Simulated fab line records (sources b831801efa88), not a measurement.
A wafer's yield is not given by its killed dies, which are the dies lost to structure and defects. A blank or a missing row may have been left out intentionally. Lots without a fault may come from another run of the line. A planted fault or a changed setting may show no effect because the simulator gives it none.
A single fault, viewed from 2 desks / flow gf180mcu / each desk holds nothing but its own numbers, with what lay behind them at the end

THE TOOL OWNER'S DESK: implanter-03
The tool's own readings at GF_MVSD_IMPLANT_09, given as means over the sampled wafers that have a number, one for each lot that went through this tool. Any lot whose mean is over 4 standard deviations away from the usual mean is out of limits and marked OUT; that distance is given in the brackets.
Columns: A = beam on s at GF_MVSD_IMPLANT_09, usual 9.98 s; B = faraday current uA at GF_MVSD_IMPLANT_09, usual 28.2
lot=L800; first seen here=day 4 15:34; A=10.08; B=28.0
lot=L802; first seen here=day 5 03:46; A=10.11; B=27.9
lot=L803; first seen here=day 5 07:44; A=9.93; B=28.4
lot=L805; first seen here=day 5 19:20; A=9.96; B=28.4
lot=L810; first seen here=day 7 09:01; A=10.48; B=27.0
lot=L813; first seen here=day 7 22:25; A=10.50; B=26.9
Result from this desk: across the 6 lots, nothing is out of limits.

FROM THE METROLOGY DESK
Lot by lot, what the gauges showed, no matter which tool ran the lot: averages of those sampled wafers that carry a number. Any lot whose mean is over 4 standard deviations away from the usual mean is out of limits and marked OUT; that distance is given in the brackets.
Columns: A = MVPSD_OVL at GF_MVPSD_OVL_MEAS_07, usual 0.0 nm; B = VT_IMPLANT_TW at GF_VT_IMPLANT_TW_MEAS_10, usual 564.0; C = VT_IMPLANT_2_TW at GF_VT_IMPLANT_TW_MEAS_21, usual 1217; D = MVSD_RS at GF_VT_IMPLANT_RS_MEAS_46, usual 456.7 ohm/sq
lot=L799; first seen here=day 5 01:10; A=-1.2; B=559.3; C=1213; D=455.8
lot=L800; first seen here=day 5 04:33; A=-0.3; B=559.7; C=1220; D=453.7
lot=L801; first seen here=day 5 10:48; A=-1.2; B=565.1; C=1213; D=456.3
lot=L802; first seen here=day 5 17:53; A=0.7; B=567.9; C=1225; D=457.1
lot=L803; first seen here=day 5 21:48; A=0.1; B=562.5; C=1211; D=456.1
lot=L804; first seen here=day 6 06:37; A=0.4; B=561.3; C=1216; D=455.1
lot=L805; first seen here=day 6 10:03; A=0.6; B=565.3; C=1217; D=457.6
lot=L808; first seen here=day 7 07:23; A=-1.4; B=564.5; C=1218; D=456.1
lot=L810; first seen here=day 8 01:13; A=-0.7; B=565.0; C=1216; D=452.2
lot=L813; first seen here=day 8 14:20; A=1.8; B=567.0; C=1222; D=452.2
lot=L814; first seen here=day 8 17:55; A=-0.3; B=566.9; C=1215; D=456.9
lot=L816; first seen here=day 9 05:02; A=-0.9; B=563.5; C=1224; D=456.5
lot=L818; first seen here=day 9 20:39; A=0.9; B=561.8; C=1218; D=459.5
lot=L819; first seen here=day 9 23:06; A=1.6; B=564.0; C=1211; D=455.7
Result from this desk: across the 14 lots, nothing is out of limits.

BROUGHT TOGETHER
Nothing out of limits was seen by the tool owner's desk.
Nothing out of limits was seen by the metrology desk.

WHAT THE SIMULATOR HAD INSERTED
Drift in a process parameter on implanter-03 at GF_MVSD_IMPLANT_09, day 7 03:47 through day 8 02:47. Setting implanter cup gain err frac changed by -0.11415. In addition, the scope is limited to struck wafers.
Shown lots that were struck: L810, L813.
